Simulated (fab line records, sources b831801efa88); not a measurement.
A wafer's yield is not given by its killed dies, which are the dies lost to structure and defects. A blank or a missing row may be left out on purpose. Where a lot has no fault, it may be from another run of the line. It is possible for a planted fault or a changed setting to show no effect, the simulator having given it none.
What tool caused it? | flow sfq line | Sampling: 14 lots, 42 wafers, 4 of 325 route steps

== WHAT THE GAUGES READ, wafer by wafer ==
SFQ_I0_OVL_MEAS_908.
lot  | measured     | on         | I0_OVL (nm)
L802 | day 17 07:44 | overlay-01 | 4 14 5
L804 | day 18 06:43 | overlay-01 | 1 -3 -7
L806 | day 19 13:38 | overlay-01 | 8 8 13
L808 | day 20 06:11 | overlay-01 | 6 3 9
L811 | day 21 15:55 | overlay-01 | 4 -1 0
L812 | day 21 20:42 | overlay-02 | 5 5 4
L813 | day 22 12:34 | overlay-01 | 2 1 -2
L816 | day 23 18:35 | overlay-01 | 0 -2 -1
L817 | day 24 04:11 | overlay-02 | -2 -2 -4
L820 | day 25 13:11 | overlay-01 | -8 2 1
L821 | day 25 20:23 | overlay-01 | 5 7 -1
L822 | day 25 23:59 | overlay-01 | 3 3 0
L824 | day 26 23:59 | overlay-02 | 9 5 -3
L825 | day 27 06:30 | overlay-01 | -1 7 1

SFQ_I2_BOW_MEAS_917.
lot  | measured     | on            | I2_BOW (um)
L802 | day 30 05:50 | film metro-02 | -8 0 1
L804 | day 32 19:23 | film metro-01 | 3 5 -2
L806 | day 33 01:20 | film metro-01 | 5 17 -2
L808 | day 33 15:36 | film metro-04 | 10 -1 1
L811 | day 34 19:48 | film metro-01 | 7 1 8
L812 | day 35 01:46 | film metro-04 | -10 -13 -6
L813 | day 35 04:48 | film metro-04 | -5 -7 -9
L816 | day 36 08:36 | film metro-04 | -3 6 10
L817 | day 36 16:25 | film metro-04 | 7 -16 -7
L820 | day 44 09:20 | film metro-01 | 2 8 9
L821 | day 44 21:57 | film metro-04 | 4 -4 -2
L822 | day 45 04:31 | film metro-01 | -2 -11 -4
L824 | day 45 23:43 | film metro-04 | 8 -10 2
L825 | day 46 11:55 | film metro-02 | 3 14 -1

== TOOL THAT RAN EACH LOT (tool first, then ch and the chambers of the sampled wafers, then the start) ==
lot  | SFQ_TRILAYER_M0_LITHO_EXPOSE_022  | SFQ_TRILAYER_I1_VIA_STRIP_STRIP_053
L802 | krf scanner-02 ch 0, day 11 22:35 | rie metal-03 ch 1, day 24 05:37
L804 | krf scanner-01 ch 0, day 12 19:19 | rie metal-04 ch 0,1, day 26 10:29
L806 | krf scanner-02 ch 0, day 13 18:41 | rie metal-02 ch 0,1, day 26 17:29
L808 | krf scanner-02 ch 0, day 14 09:05 | rie metal-02 ch 0,1, day 27 06:17
L811 | krf scanner-01 ch 0, day 15 13:00 | rie metal-03 ch 0,1, day 34 10:40
L812 | krf scanner-02 ch 0, day 15 17:56 | rie metal-02 ch 0,1, day 34 14:04
L813 | krf scanner-02 ch 0, day 16 02:44 | rie metal-04 ch 0,1, day 34 17:52
L816 | krf scanner-01 ch 0, day 17 01:50 | rie metal-02 ch 0,1, day 36 01:14
L817 | krf scanner-01 ch 0, day 17 09:50 | rie metal-02 ch 0,1, day 36 08:14
L820 | krf scanner-02 ch 0, day 18 17:25 | rie metal-03 ch 0,1, day 37 21:34
L821 | krf scanner-01 ch 0, day 19 02:49 | rie metal-04 ch 0, day 38 08:59
L822 | krf scanner-01 ch 0, day 19 06:01 | rie metal-04 ch 0, day 38 14:28
L824 | krf scanner-02 ch 0, day 20 13:12 | rie metal-03 ch 0,1, day 39 16:52
L825 | krf scanner-02 ch 0, day 20 20:24 | rie metal-04 ch 0,1, day 40 01:42
- SFQ_TRILAYER_M0_LITHO_EXPOSE_022: exposes mask M0, target cd 500 nm.
- SFQ_TRILAYER_I1_VIA_STRIP_STRIP_053: strips in O2.

== WHAT THE TOOLS THEMSELVES READ (means of the sampled wafers that have a number; where no wafer has one, the mark that the record gives instead) ==
SFQ_TRILAYER_M0_LITHO_EXPOSE_022.
lot  | tool           | exposure dose mJ cm2 | focus offset nm (nm)
L802 | krf scanner-02 | 14.388               | -0.1
L804 | krf scanner-01 | 14.398               | 0.8
L806 | krf scanner-02 | 14.398               | 0.3
L808 | krf scanner-02 | 14.397               | 0.2
L811 | krf scanner-01 | 14.413               | -0.2
L812 | krf scanner-02 | 14.398               | 0.1
L813 | krf scanner-02 | 14.395               | -0.4
L816 | krf scanner-01 | 14.408               | 0.4
L817 | krf scanner-01 | 14.387               | 0.7
L820 | krf scanner-02 | 14.428               | -0.5
L821 | krf scanner-01 | 9.113                | -0.8
L822 | krf scanner-01 | 9.096                | 0.0
L824 | krf scanner-02 | 14.402               | -1.0
L825 | krf scanner-02 | 14.398               | 0.7

SFQ_TRILAYER_I1_VIA_STRIP_STRIP_053.
lot  | tool         | drypump motor current A (A) | oes product au (a.u.)
L802 | rie metal-03 | 6.0                         | 1.006
L804 | rie metal-04 | 5.8                         | 0.998
L806 | rie metal-02 | 5.5                         | 1.008
L808 | rie metal-02 | 5.5                         | 1.013
L811 | rie metal-03 | 6.3                         | 0.997
L812 | rie metal-02 | 5.6                         | 0.991
L813 | rie metal-04 | 5.8                         | 0.999
L816 | rie metal-02 | 5.5                         | 1.004
L817 | rie metal-02 | 5.6                         | 1.003
L820 | rie metal-03 | 6.1                         | 0.996
L821 | rie metal-04 | 5.8                         | 1.001
L822 | rie metal-04 | 5.8                         | 1.003
L824 | rie metal-03 | 6.1                         | 0.994
L825 | rie metal-04 | 5.8                         | 0.998

== THE ANSWER, worked out from the rows above alone ==
Rule: what is usual is taken from the lots themselves. Put in order of their means at a reading, lots are off if they are a third of the lots or fewer, leave a main group of 4 or more, and stand apart from it by a gap of 3 or more times the standard deviation of the main group's means; of several such gaps the widest counts. Not used: any main group whose means are identical at the precision the tables above print for the reading. A lot without any number at a reading at which 4 lots or more have one is off too. The other lots that the step has rows for count as sound. First the gauges in route order, then the tools' own readings, where a lot's mean is used as printed above. The first step at which some lot is off is used, and at that step the reading that is off furthest; a lot without a number counts as furthest.
Off, at SFQ_TRILAYER_M0_LITHO_EXPOSE_022 on exposure dose mJ cm2: L821, L822. For the main group the mean is 14.401 and the standard deviation 0.011.
If a tool, at that step or one of the process steps before it, ran each lot that is off and ran no sound lot following the first of them, it fits. One fits: krf scanner-01 at SFQ_TRILAYER_M0_LITHO_EXPOSE_022. A fault onset in the window from L817 (day 17 09:50, its last sound lot) to L821 (day 19 02:49, its first lot off) fits.
The tool's own readings at SFQ_TRILAYER_M0_LITHO_EXPOSE_022 bear it out: on the lots that are off they differ by more than 5 times the standard deviation of the sound lots' means. exposure dose mJ cm2 reads 9.104 there against 14.401 on the sound lots.

== WHAT HAD BEEN PUT IN BY THE SIMULATOR ==
Process parameters drifting: krf scanner-01 at SFQ_TRILAYER_M0_LITHO_EXPOSE_022, beginning at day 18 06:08. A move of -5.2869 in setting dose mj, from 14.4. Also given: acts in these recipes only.
Lots struck among those shown: L821, L822. The same result came from the rule above.
